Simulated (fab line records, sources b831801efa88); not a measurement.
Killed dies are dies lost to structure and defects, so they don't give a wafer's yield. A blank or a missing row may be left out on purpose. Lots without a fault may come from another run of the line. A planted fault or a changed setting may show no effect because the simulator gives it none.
Chamber matching | flow sky130 | SKY_POLY_GATE_ETCH_15 on rie_diel-01: 4 sister chambers
The step etches BARC in N2/H2, stops on SiO2, time 118.5 s, target depth 110 nm. 14 wafers are shown with their chamber, then 7 later ones without.

WAFERS WITH THEIR CHAMBER
wafer  | chamber | oes_product_au (a.u.) | throttle_valve_pct (%)
L409.2 | 2       | 0.717                 | 13.219
L409.3 | 1       | 0.715                 | 13.201
L409.6 | 3       | 0.706                 | 13.215
L410.3 | 2       | 0.716                 | 13.208
L410.5 | 3       | 0.712                 | 13.209
L410.6 | 0       | 0.708                 | 13.202
L419.4 | 1       | 0.716                 | 13.206
L419.5 | 2       | 0.716                 | 13.208
L419.6 | 3       | 0.720                 | 13.222
L420.2 | 2       | 0.718                 | 13.218
L420.5 | 2       | 0.724                 | 13.207
L420.6 | 3       | 0.714                 | 13.224
L425.2 | 3       | 0.714                 | 13.209
L425.5 | 2       | 0.719                 | 13.205

SIGNATURES (means of the wafers above)
reading            | chamber 0 | chamber 1 | chamber 2 | chamber 3 | scatter within a chamber
oes_product_au     | 0.70800   | 0.71550   | 0.71833   | 0.71320   | 0.00383
throttle_valve_pct | 13.20200  | 13.20350  | 13.21083  | 13.21580  | 0.00628
Rule: a wafer's distance from a chamber is the root of the sum, over the readings, of the square of ((its reading less the chamber's mean) divided by the reading's scatter). The wafer belongs to the nearest chamber; if the next one is less than 2 further off, it can't be placed. The scatter: the root of (the sum of the squares of (reading less its chamber's mean) over the shown wafers, divided by (wafers less chambers)).

WAFERS WITHOUT THEIR CHAMBER
wafer  | oes_product_au (a.u.) | throttle_valve_pct (%)
L425.6 | 0.712                 | 13.215
L429.1 | 0.715                 | 13.214
L429.2 | 0.724                 | 13.200
L429.4 | 0.717                 | 13.227
L430.4 | 0.718                 | 13.197
L430.5 | 0.713                 | 13.210
L430.6 | 0.711                 | 13.224

WHICH CHAMBER EACH WENT THROUGH
wafer  | from the rows above               | in truth
L425.6 | can't be placed: 3 or 2 or 1 or 0 | 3
L429.1 | can't be placed: 3 or 2 or 1      | 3
L429.2 | can't be placed: 2 or 1 or 3 or 0 | 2
L429.4 | can't be placed: 3 or 2 or 1      | 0
L430.4 | can't be placed: 1 or 2 or 0      | 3
L430.5 | can't be placed: 3 or 1 or 2 or 0 | 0
L430.6 | can't be placed: 3 or 2           | 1
Placed correctly: 0 of 7. Can't be placed from these rows: 7 (the true chamber is among the candidates in 4). Placed wrongly: 0.
